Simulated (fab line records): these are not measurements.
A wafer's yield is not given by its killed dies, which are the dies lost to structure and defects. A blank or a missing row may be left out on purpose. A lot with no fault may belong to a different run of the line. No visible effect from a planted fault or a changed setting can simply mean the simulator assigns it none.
Chamber matching + flow sky130 + 4 sister chambers for SKY_VIA1_CMP_24 on cmp-01
The step polishes, stops on SiO2, t overpolish 15 s, target thk 0 nm. 18 wafers are shown with their chamber, then 9 later ones without.

== EACH WAFER AND ITS CHAMBER ==
| wafer  | chamber | time-to-endpoint-s (s) | edge-zone-pressure-frac | motor-current-A (A) |
|--------|---------|------------------------|-------------------------|---------------------|
| L587.1 | 1       | 61.4                   | 0.998                   | 10.3                |
| L587.3 | 2       | 66.3                   | 0.998                   | 10.3                |
| L587.4 | 0       | 62.8                   | 1.003                   | 10.8                |
| L588.4 | 0       | 65.5                   | 1.004                   | 10.6                |
| L588.5 | 2       | 66.5                   | 1.002                   | 10.5                |
| L588.6 | 1       | 66.4                   | 0.997                   | 10.6                |
| L593.1 | 2       | 67.8                   | 0.994                   | 11.2                |
| L593.3 | 3       | 70.0                   | 0.999                   | 10.5                |
| L593.6 | 3       | 69.7                   | 0.998                   | 10.6                |
| L594.3 | 3       | 69.6                   | 0.999                   | 10.7                |
| L594.4 | 1       | 67.1                   | 1.008                   | 10.2                |
| L594.6 | 3       | 67.2                   | 1.004                   | 10.7                |
| L595.4 | 0       | 69.9                   | 1.002                   | 10.6                |
| L595.5 | 2       | 71.3                   | 1.005                   | 10.3                |
| L595.6 | 1       | 67.6                   | 1.008                   | 11.0                |
| L599.3 | 1       | 66.3                   | 0.993                   | 11.5                |
| L599.4 | 0       | 64.4                   | 1.004                   | 10.4                |
| L599.6 | 3       | 62.9                   | 1.005                   | 10.5                |

SIGNATURES (averages over the wafers above)
| reading                 | chamber 0 | chamber 1 | chamber 2 | chamber 3 | scatter within a chamber |
|-------------------------|-----------|-----------|-----------|-----------|--------------------------|
| time-to-endpoint-s      | 65.650    | 65.760    | 67.975    | 67.880    | 2.74                     |
| edge-zone-pressure-frac | 1.00325   | 1.00080   | 0.99975   | 1.00100   | 0.00463                  |
| motor-current-A         | 10.600    | 10.720    | 10.575    | 10.600    | 0.36                     |
Rule: distance of a wafer from a chamber = root of the sum over the readings of ((wafer's reading minus chamber's mean) / reading's scatter) squared. The wafer belongs to the nearest chamber; if the next one is less than 2 further off, it can't be placed. The scatter is the square root of a quotient: the sum, over the shown wafers, of each reading's squared deviation from its chamber's mean, divided by wafers minus chambers.

== WAFERS WHOSE CHAMBER IS MISSING ==
| wafer  | time-to-endpoint-s (s) | edge-zone-pressure-frac | motor-current-A (A) |
|--------|------------------------|-------------------------|---------------------|
| L608.2 | 62.9                   | 1.002                   | 10.3                |
| L608.5 | 62.4                   | 0.990                   | 10.9                |
| L608.6 | 63.8                   | 1.004                   | 10.4                |
| L609.1 | 61.7                   | 0.994                   | 10.6                |
| L609.3 | 66.5                   | 1.002                   | 10.9                |
| L609.4 | 66.3                   | 1.013                   | 10.7                |
| L610.2 | 66.3                   | 1.000                   | 10.9                |
| L610.4 | 64.2                   | 1.004                   | 10.3                |
| L610.5 | 63.9                   | 1.004                   | 10.7                |

== WHICH CHAMBER EACH WENT THROUGH ==
| wafer  | from the rows above               | in truth |
|--------|-----------------------------------|----------|
| L608.2 | can't be placed: 0 or 1 or 3 or 2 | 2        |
| L608.5 | can't be placed: 1 or 2 or 0 or 3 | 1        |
| L608.6 | can't be placed: 0 or 1 or 3 or 2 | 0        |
| L609.1 | can't be placed: 1 or 0 or 2 or 3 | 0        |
| L609.3 | can't be placed: 1 or 0 or 3 or 2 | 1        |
| L609.4 | can't be placed: 0 or 1 or 3 or 2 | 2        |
| L610.2 | can't be placed: 1 or 3 or 2 or 0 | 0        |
| L610.4 | can't be placed: 0 or 1 or 3 or 2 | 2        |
| L610.5 | can't be placed: 0 or 1 or 3 or 2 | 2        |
Correct placement for 0 of the 9. Cannot be placed on the basis of these rows: 9; the candidates contain the true chamber in 9. 0 placed wrongly.
